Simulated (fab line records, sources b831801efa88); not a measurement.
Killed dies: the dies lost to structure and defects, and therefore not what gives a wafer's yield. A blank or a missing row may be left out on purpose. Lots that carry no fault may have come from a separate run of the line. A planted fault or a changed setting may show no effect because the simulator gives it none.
The tool behind it: which one? || flow gf180mcu || 13 lots, 39 wafers sampled, at 6 steps of a route of 602

## WHAT EACH GAUGE READ, for each wafer
GF_VT_IMPLANT_OVL_MEAS_40.
{"lot": "L657", "measured": "day 7 14:13", "on": "overlay-01", "VT_IMPLANT_03_OVL (nm)": "-1.1 -0.5 -1.6"}
{"lot": "L660", "measured": "day 8 08:47", "on": "overlay-01", "VT_IMPLANT_03_OVL (nm)": "0.5 0.1 0.5"}
{"lot": "L662", "measured": "day 8 20:01", "on": "overlay-01", "VT_IMPLANT_03_OVL (nm)": "-0.5 0.8 -1.5"}
{"lot": "L663", "measured": "day 9 14:31", "on": "overlay-01", "VT_IMPLANT_03_OVL (nm)": "1.2 0.0 0.3"}
{"lot": "L665", "measured": "day 9 19:49", "on": "overlay-01", "VT_IMPLANT_03_OVL (nm)": "-3.8 -1.7 -1.6"}
{"lot": "L669", "measured": "day 10 23:07", "on": "overlay-02", "VT_IMPLANT_03_OVL (nm)": "1.2 -1.1 -1.9"}
{"lot": "L672", "measured": "day 11 18:22", "on": "overlay-02", "VT_IMPLANT_03_OVL (nm)": "0.5 -0.9 -0.3"}
{"lot": "L673", "measured": "day 12 01:37", "on": "overlay-02", "VT_IMPLANT_03_OVL (nm)": "-2.5 -2.7 -0.9"}
{"lot": "L675", "measured": "day 12 15:58", "on": "overlay-02", "VT_IMPLANT_03_OVL (nm)": "-1.8 -1.6 0.7"}
{"lot": "L676", "measured": "day 12 20:20", "on": "overlay-01", "VT_IMPLANT_03_OVL (nm)": "-2.0 -2.9 -0.4"}
{"lot": "L677", "measured": "day 13 03:31", "on": "overlay-01", "VT_IMPLANT_03_OVL (nm)": "0.9 -0.2 -1.4"}
{"lot": "L679", "measured": "day 13 16:32", "on": "overlay-01", "VT_IMPLANT_03_OVL (nm)": "-1.8 -1.8 -3.1"}
{"lot": "L680", "measured": "day 13 23:14", "on": "overlay-01", "VT_IMPLANT_03_OVL (nm)": "-0.1 0.6 0.3"}

GF_VT_IMPLANT_RS_MEAS_47: measurement is done with a four-point probe.
{"lot": "L657", "measured": "day 7 14:50", "on": "film metro-01", "NWELL_RS (ohm/sq)": "486.2 486.3 488.4"}
{"lot": "L660", "measured": "day 8 09:26", "on": "film metro-04", "NWELL_RS (ohm/sq)": "489.1 488.7 488.6"}
{"lot": "L662", "measured": "day 8 20:37", "on": "film metro-04", "NWELL_RS (ohm/sq)": "486.1 486.6 486.6"}
{"lot": "L663", "measured": "day 9 15:07", "on": "film metro-04", "NWELL_RS (ohm/sq)": "490.2 488.8 489.3"}
{"lot": "L665", "measured": "day 9 20:26", "on": "film metro-04", "NWELL_RS (ohm/sq)": "487.6 486.3 486.2"}
{"lot": "L669", "measured": "day 10 23:48", "on": "film metro-01", "NWELL_RS (ohm/sq)": "488.5 489.5 488.2"}
{"lot": "L672", "measured": "day 11 18:58", "on": "film metro-01", "NWELL_RS (ohm/sq)": "487.2 487.6 489.6"}
{"lot": "L673", "measured": "day 12 02:14", "on": "film metro-01", "NWELL_RS (ohm/sq)": "485.7 486.7 486.0"}
{"lot": "L675", "measured": "day 12 16:35", "on": "film metro-02", "NWELL_RS (ohm/sq)": "487.8 486.7 486.9"}
{"lot": "L676", "measured": "day 12 20:57", "on": "film metro-02", "NWELL_RS (ohm/sq)": "487.7 488.4 488.0"}
{"lot": "L677", "measured": "day 13 04:08", "on": "film metro-02", "NWELL_RS (ohm/sq)": "487.6 488.0 488.5"}
{"lot": "L679", "measured": "day 13 17:08", "on": "film metro-04", "NWELL_RS (ohm/sq)": "486.9 487.2 488.5"}
{"lot": "L680", "measured": "day 13 23:52", "on": "film metro-04", "NWELL_RS (ohm/sq)": "487.0 487.5 488.0"}

GF_HV_LDD_CD_MEAS_46 targets a cd of 400 nm.
{"lot": "L657", "measured": "day 12 09:46", "on": "cd sem-01", "cd nm (nm)": "400.0 399.0 400.6"}
{"lot": "L660", "measured": "day 13 07:33", "on": "cd sem-01", "cd nm (nm)": "400.2 400.8 400.1"}
{"lot": "L662", "measured": "day 13 22:22", "on": "cd sem-01", "cd nm (nm)": "396.2 398.3 395.5"}
{"lot": "L663", "measured": "day 14 19:55", "on": "cd sem-01", "cd nm (nm)": "396.6 397.3 397.9"}
{"lot": "L665", "measured": "day 15 02:17", "on": "cd sem-01", "cd nm (nm)": "398.9 401.1 400.4"}
{"lot": "L669", "measured": "day 16 12:03", "on": "cd sem-01", "cd nm (nm)": "- - -"}
{"lot": "L672", "measured": "day 17 14:55", "on": "cd sem-02", "cd nm (nm)": "398.2 398.8 397.6"}
{"lot": "L673", "measured": "day 17 21:03", "on": "cd sem-01", "cd nm (nm)": "399.7 397.6 400.1"}
{"lot": "L675", "measured": "day 18 17:25", "on": "cd sem-02", "cd nm (nm)": "402.3 401.3 401.9"}
{"lot": "L676", "measured": "day 18 19:36", "on": "cd sem-01", "cd nm (nm)": "396.6 398.0 397.1"}
{"lot": "L677", "measured": "day 19 04:05", "on": "cd sem-02", "cd nm (nm)": "400.1 399.9 399.0"}
{"lot": "L679", "measured": "day 19 18:00", "on": "cd sem-02", "cd nm (nm)": "400.6 399.1 399.9"}
{"lot": "L680", "measured": "day 20 00:24", "on": "cd sem-02", "cd nm (nm)": "394.4 394.4 394.6"}

GF_HV_LDD_TW_MEAS_50.
{"lot": "L657", "measured": "day 12 10:10", "on": "film metro-01", "HV_LDD_4_TW": "575 574 575"}
{"lot": "L660", "measured": "day 13 07:56", "on": "film metro-02", "HV_LDD_4_TW": "573 573 572"}
{"lot": "L662", "measured": "day 13 22:46", "on": "film metro-02", "HV_LDD_4_TW": "571 569 570"}
{"lot": "L663", "measured": "day 14 20:19", "on": "film metro-04", "HV_LDD_4_TW": "568 565 565"}
{"lot": "L665", "measured": "day 15 02:41", "on": "film metro-01", "HV_LDD_4_TW": "573 573 575"}
{"lot": "L669", "measured": "day 16 12:28", "on": "film metro-01", "HV_LDD_4_TW": "30 30 30"}
{"lot": "L672", "measured": "day 17 15:19", "on": "film metro-01", "HV_LDD_4_TW": "570 568 570"}
{"lot": "L673", "measured": "day 17 21:28", "on": "film metro-01", "HV_LDD_4_TW": "571 569 571"}
{"lot": "L675", "measured": "day 18 17:49", "on": "film metro-02", "HV_LDD_4_TW": "563 567 562"}
{"lot": "L676", "measured": "day 18 20:01", "on": "film metro-04", "HV_LDD_4_TW": "563 564 567"}
{"lot": "L677", "measured": "day 19 04:29", "on": "film metro-02", "HV_LDD_4_TW": "566 562 566"}
{"lot": "L679", "measured": "day 19 21:25", "on": "film metro-04", "HV_LDD_4_TW": "564 562 563"}
{"lot": "L680", "measured": "day 20 00:50", "on": "film metro-04", "HV_LDD_4_TW": "562 564 563"}

## TOOL THAT RAN EACH LOT (tool first, then ch and the chambers of the sampled wafers, then the start)
{"lot": "L657", "GF_HV_LDD_EXPOSE_43": "iline stepper-01 ch 0, day 12 00:23", "GF_HV_LDD_STRIP_49": "plasma asher-01 ch 0,1, day 12 10:04"}
{"lot": "L660", "GF_HV_LDD_EXPOSE_43": "iline stepper-02 ch 0, day 12 22:34", "GF_HV_LDD_STRIP_49": "plasma asher-02 ch 0,1, day 13 07:50"}
{"lot": "L662", "GF_HV_LDD_EXPOSE_43": "iline stepper-02 ch 0, day 13 12:31", "GF_HV_LDD_STRIP_49": "plasma asher-02 ch 0,1, day 13 22:40"}
{"lot": "L663", "GF_HV_LDD_EXPOSE_43": "iline stepper-02 ch 0, day 14 09:59", "GF_HV_LDD_STRIP_49": "plasma asher-04 ch 0,1, day 14 20:13"}
{"lot": "L665", "GF_HV_LDD_EXPOSE_43": "iline stepper-02 ch 0, day 14 15:56", "GF_HV_LDD_STRIP_49": "plasma asher-04 ch 1, day 15 02:35"}
{"lot": "L669", "GF_HV_LDD_EXPOSE_43": "iline stepper-02 ch 0, day 16 00:22", "GF_HV_LDD_STRIP_49": "plasma asher-04 ch 0,1, day 16 12:22"}
{"lot": "L672", "GF_HV_LDD_EXPOSE_43": "iline stepper-01 ch 0, day 17 03:14", "GF_HV_LDD_STRIP_49": "plasma asher-01 ch 0,1, day 17 15:13"}
{"lot": "L673", "GF_HV_LDD_EXPOSE_43": "iline stepper-01 ch 0, day 17 09:36", "GF_HV_LDD_STRIP_49": "plasma asher-02 ch 0,1, day 17 21:22"}
{"lot": "L675", "GF_HV_LDD_EXPOSE_43": "iline stepper-01 ch 0, day 18 05:44", "GF_HV_LDD_STRIP_49": "plasma asher-04 ch 0,1, day 18 17:43"}
{"lot": "L676", "GF_HV_LDD_EXPOSE_43": "iline stepper-02 ch 0, day 18 08:07", "GF_HV_LDD_STRIP_49": "plasma asher-02 ch 1, day 18 19:55"}
{"lot": "L677", "GF_HV_LDD_EXPOSE_43": "iline stepper-02 ch 0, day 18 16:46", "GF_HV_LDD_STRIP_49": "plasma asher-01 ch 0,1, day 19 04:23"}
{"lot": "L679", "GF_HV_LDD_EXPOSE_43": "iline stepper-02 ch 0, day 19 06:13", "GF_HV_LDD_STRIP_49": "plasma asher-02 ch 0,1, day 19 21:19"}
{"lot": "L680", "GF_HV_LDD_EXPOSE_43": "iline stepper-01 ch 0, day 19 12:22", "GF_HV_LDD_STRIP_49": "plasma asher-01 ch 0,1, day 20 00:43"}
- GF_HV_LDD_EXPOSE_43: exposes mask Pplus HV AREA, target cd 400 nm.
- GF_HV_LDD_STRIP_49: strips in O2/N2.

## AS READ BY THE TOOLS THEMSELVES (means over the sampled wafers that have a number; for cases with no such wafer, the mark the record gives instead)
GF_HV_LDD_STRIP_49.
{"lot": "L657", "tool": "plasma asher-01", "drypump motor current A (A)": 5.73, "heater power w (W)": 302, "oes product au (a.u.)": 0.715, "strip time to endpoint s (s)": 12.62}
{"lot": "L660", "tool": "plasma asher-02", "drypump motor current A (A)": 5.71, "heater power w (W)": 351, "oes product au (a.u.)": 0.719, "strip time to endpoint s (s)": 12.60}
{"lot": "L662", "tool": "plasma asher-02", "drypump motor current A (A)": 5.72, "heater power w (W)": 345, "oes product au (a.u.)": 0.717, "strip time to endpoint s (s)": 12.69}
{"lot": "L663", "tool": "plasma asher-04", "drypump motor current A (A)": 5.74, "heater power w (W)": 350, "oes product au (a.u.)": 0.710, "strip time to endpoint s (s)": 12.68}
{"lot": "L665", "tool": "plasma asher-04", "drypump motor current A (A)": 5.72, "heater power w (W)": 346, "oes product au (a.u.)": 0.720, "strip time to endpoint s (s)": 12.59}
{"lot": "L669", "tool": "plasma asher-04", "drypump motor current A (A)": 5.76, "heater power w (W)": 345, "oes product au (a.u.)": 0.713, "strip time to endpoint s (s)": 12.64}
{"lot": "L672", "tool": "plasma asher-01", "drypump motor current A (A)": 5.73, "heater power w (W)": 299, "oes product au (a.u.)": 0.718, "strip time to endpoint s (s)": 12.59}
{"lot": "L673", "tool": "plasma asher-02", "drypump motor current A (A)": 5.62, "heater power w (W)": 346, "oes product au (a.u.)": 0.717, "strip time to endpoint s (s)": 12.63}
{"lot": "L675", "tool": "plasma asher-04", "drypump motor current A (A)": 5.79, "heater power w (W)": 354, "oes product au (a.u.)": 0.718, "strip time to endpoint s (s)": 12.62}
{"lot": "L676", "tool": "plasma asher-02", "drypump motor current A (A)": 5.80, "heater power w (W)": 351, "oes product au (a.u.)": 0.722, "strip time to endpoint s (s)": 12.61}
{"lot": "L677", "tool": "plasma asher-01", "drypump motor current A (A)": 5.74, "heater power w (W)": 297, "oes product au (a.u.)": 0.717, "strip time to endpoint s (s)": 12.61}
{"lot": "L679", "tool": "plasma asher-02", "drypump motor current A (A)": 5.61, "heater power w (W)": 349, "oes product au (a.u.)": 0.714, "strip time to endpoint s (s)": 12.59}
{"lot": "L680", "tool": "plasma asher-01", "drypump motor current A (A)": 5.74, "heater power w (W)": 300, "oes product au (a.u.)": 0.717, "strip time to endpoint s (s)": 12.61}

## THE ANSWER, worked out from the rows above alone
Rule: what is usual is taken from the lots themselves. Put in order of their means at a reading, lots are off if they are a third of the lots or fewer, leave a main group of 4 or more, and stand apart from it by a gap of 3 or more times the standard deviation of the main group's means; of several such gaps the widest counts. Not used: any main group whose means are identical at the precision the tables above print for the reading. A lot without any number at a reading at which 4 lots or more have one is off too. Where the step has rows for the other lots, those lots are counted as sound. After the gauges, taken in route order, come the tools' own readings; for these a lot's mean is taken, as printed above. The first step at which some lot is off is used, and at that step the reading that is off furthest; a lot without a number counts as furthest.
Off, at GF_HV_LDD_CD_MEAS_46 on cd nm: L669. Without a number there: L669. The main group has a mean of 398.7 nm with a standard deviation of 1.9.
If a tool, at a process step before that reading, ran all the lots that are off and no sound lot after the first of them, it fits. Not tried: the gauges at GF_HV_LDD_CD_MEAS_46; whatever is off there is also off at GF_HV_LDD_TW_MEAS_50, on other tools, and gauge error can't account for it. Of those tried, none fits.

## WHAT HAD BEEN PUT IN BY THE SIMULATOR
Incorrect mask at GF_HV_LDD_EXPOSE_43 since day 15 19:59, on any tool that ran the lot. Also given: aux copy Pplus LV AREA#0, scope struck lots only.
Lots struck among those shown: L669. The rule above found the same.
